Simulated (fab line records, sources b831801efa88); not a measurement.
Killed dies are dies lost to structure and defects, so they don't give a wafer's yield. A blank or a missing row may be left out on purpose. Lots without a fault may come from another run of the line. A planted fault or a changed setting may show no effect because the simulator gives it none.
One fault seen from 2 desks | flow sky130 | each desk has only its own numbers; what lay behind them comes last

THE TOOL OWNER'S DESK: lpcvd-01
The tool's own readings at SKY_POLY_GATE_CVD_00 (deposits poly-Si, target thk 180 nm, time 720 s): means of the sampled wafers that have a number, for each lot that ran on this tool. A lot is out of limits, marked OUT, if its mean lies more than 4 standard deviations from the usual mean; the brackets give that distance.
Columns: A = spike_tc_bottom_C at SKY_POLY_GATE_CVD_00, usual 644.1 C; B = spike_tc_centre_C at SKY_POLY_GATE_CVD_00, usual 622.6 C; C = spike_tc_lower_C at SKY_POLY_GATE_CVD_00, usual 620.4 C; D = spike_tc_top_C at SKY_POLY_GATE_CVD_00, usual 640 C; E = spike_tc_upper_C at SKY_POLY_GATE_CVD_00, usual 619.2 C; F = susceptor_temp_C at SKY_POLY_GATE_CVD_00, usual 620.02 C
lot  | first seen here | A                | B               | C                | D              | E                | F
L249 | day 13 16:49    | 644.4            | 622.5           | 619.2            | 642            | 620.0            | 619.82
L250 | day 14 01:10    | 642.3            | 621.1           | 621.3            | 637            | 617.6            | 620.26
L251 | day 14 08:11    | 644.0            | 622.7           | 620.2            | 642            | 621.3            | 620.34
L252 | day 14 18:30    | 645.5            | 623.1           | 619.8            | 642            | 619.6            | 619.83
L254 | day 15 08:23    | 645.2            | 623.2           | 620.2            | 642            | 621.1            | 620.10
L260 | day 17 20:19    | 654.8 (+9.7) OUT | 634.1 (+10) OUT | 630.3 (+7.0) OUT | 654 (+4.4) OUT | 630.2 (+7.3) OUT | 631.23 (+42) OUT
L263 | day 18 11:34    | 643.8            | 621.1           | 621.5            | 636            | 618.2            | 620.07
L268 | day 20 20:31    | 644.6            | 623.5           | 618.6            | 643            | 619.9            | 620.26
L269 | day 21 00:22    | 643.1            | 622.0           | 622.1            | 637            | 617.5            | 619.74
L270 | day 21 04:35    | 644.9            | 622.9           | 619.5            | 643            | 620.5            | 620.09
L271 | day 21 13:02    | 643.6            | 622.3           | 621.8            | 636            | 617.1            | 620.05
L272 | day 21 19:05    | 644.8            | 622.3           | 618.7            | 641            | 620.5            | 619.89
This desk's finding: out of limits on L260; first on L260, day 17 20:19 (spike_tc_bottom_C at SKY_POLY_GATE_CVD_00). In limits: L249, L250, L251, L252, L254, L263, L268, L269, L270, L271, L272.

THE METROLOGY DESK
What the gauges read, lot by lot, whatever tool the lot ran on: means of the sampled wafers that have a number. A lot is out of limits, marked OUT, if its mean lies more than 4 standard deviations from the usual mean; the brackets give that distance.
Columns: A = VT_ADJUST_PCH_TW at SKY_VT_ADJUST_PCH_TW_MEAS_10, usual 142.9; B = cd_nm at SKY_SONOS_ONO_CD_MEAS_13, usual 409.7 nm; C = POLY_GATE_CVD_00_THK at SKY_POLY_GATE_THK_MEAS_01, usual 181.0 nm
lot  | first seen here | A     | B     | C
L249 | day 10 05:30    | 144.6 | 406.8 | 181.8
L250 | day 10 11:47    | 145.1 | 407.4 | 177.6
L251 | day 10 19:18    | 144.4 | 410.0 | 179.1
L252 | day 11 06:05    | 145.3 | 410.8 | 178.1
L254 | day 11 17:41    | 143.1 | 411.6 | 180.0
L260 | day 13 23:10    | 142.5 | 409.3 | 230.2 (+26) OUT
L263 | day 14 14:07    | 141.0 | 411.3 | 182.6
L268 | day 16 16:04    | 143.0 | 406.9 | 179.8
L269 | day 16 18:17    | 140.9 | 410.5 | 183.2
L270 | day 16 21:15    | 144.0 | 408.1 | 182.1
L271 | day 17 05:42    | 142.7 | 409.6 | 180.5
L272 | day 17 14:26    | 143.0 | 410.0 | 182.6
This desk's finding: out of limits on L260; first on L260, day 17 21:31 (POLY_GATE_CVD_00_THK at SKY_POLY_GATE_THK_MEAS_01). In limits: L249, L250, L251, L252, L254, L263, L268, L269, L270, L271, L272.

PUT TOGETHER
The tool owner's desk could have raised an alarm at day 17 20:19, on L260.
The metrology desk could have raised an alarm at day 17 21:31, on L260.
Of the lots named, all ran SKY_POLY_GATE_CVD_00 on lpcvd-01.

WHAT THE SIMULATOR HAD PUT IN
Process parameter drift: lpcvd-01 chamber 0, from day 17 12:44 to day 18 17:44, at SKY_POLY_GATE_CVD_00. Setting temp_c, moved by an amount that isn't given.
Lots struck among those shown: L260.
Hours from the fault's start to each desk's first reading out of limits: the tool owner's desk, 8; the metrology desk, 9.
